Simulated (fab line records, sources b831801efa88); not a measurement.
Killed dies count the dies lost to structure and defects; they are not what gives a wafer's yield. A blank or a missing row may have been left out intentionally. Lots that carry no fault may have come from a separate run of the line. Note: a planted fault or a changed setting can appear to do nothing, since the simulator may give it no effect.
The same fault as seen by 2 desks ; flow gf180mcu ; each desk holds nothing but its own numbers, with what lay behind them at the end

## DESK OF THE TOOL OWNER: lpcvd-02
The tool's own readings at GF_HV_LDD_CVD_54 (deposits SiO2 from TEOS, target thk 10 nm, time 75 s): means of the sampled wafers that have a number, for each lot that ran on this tool. A lot is out of limits, marked OUT, if its mean lies more than 4 standard deviations from the usual mean; the brackets give that distance.
Columns: A = zone-power-top-pct at GF_HV_LDD_CVD_54, usual 21.5 %
lot;first seen here;A
L289;day 13 09:02;22.1
L291;day 14 07:22;18.3
L294;day 15 04:26;22.0
L297;day 16 10:59;18.1
L301;day 17 13:56;22.1
L306;day 19 01:52;21.8
This desk's finding: nothing out of limits on any of the 6 lots.

## THE METROLOGY DESK
Means of the sampled wafers that have a number, per lot and without regard to the tool the lot ran on: this is what the gauges read. A lot is out of limits, marked OUT, if its mean lies more than 4 standard deviations from the usual mean; the brackets give that distance.
Columns: A = V5_CVD_02_THK at GF_V5_THK_MEAS_03, usual 1447 nm; B = TOP_METAL_OVL at GF_TOP_METAL_OVL_MEAS_15, usual 1.2 nm
lot;first seen here;A;B
L286;day 26 07:01;1458;1.4
L287;day 26 14:26;1427;2.9
L289;day 27 06:37;1456;0.6
L291;day 28 05:26;1445;0.2
L292;day 28 10:20;1460;1.4
L293;day 28 18:08;1443;2.0
L294;day 28 23:47;1435;0.4
L295;day 29 13:32;1460;1.9
L296;day 29 22:23;1467;1.7
L297;day 30 03:35;1478;2.6
L298;day 30 08:32;1442;2.7
L301;day 31 00:46;1446;0.8
L306;day 32 02:24;1435;0.9
This desk's finding: nothing out of limits on any of the 13 lots.

## PUT TOGETHER
Nothing out of limits was seen by the tool owner's desk.
From the metrology desk's view, nothing was out of limits.

## WHAT WAS PUT IN BY THE SIMULATOR
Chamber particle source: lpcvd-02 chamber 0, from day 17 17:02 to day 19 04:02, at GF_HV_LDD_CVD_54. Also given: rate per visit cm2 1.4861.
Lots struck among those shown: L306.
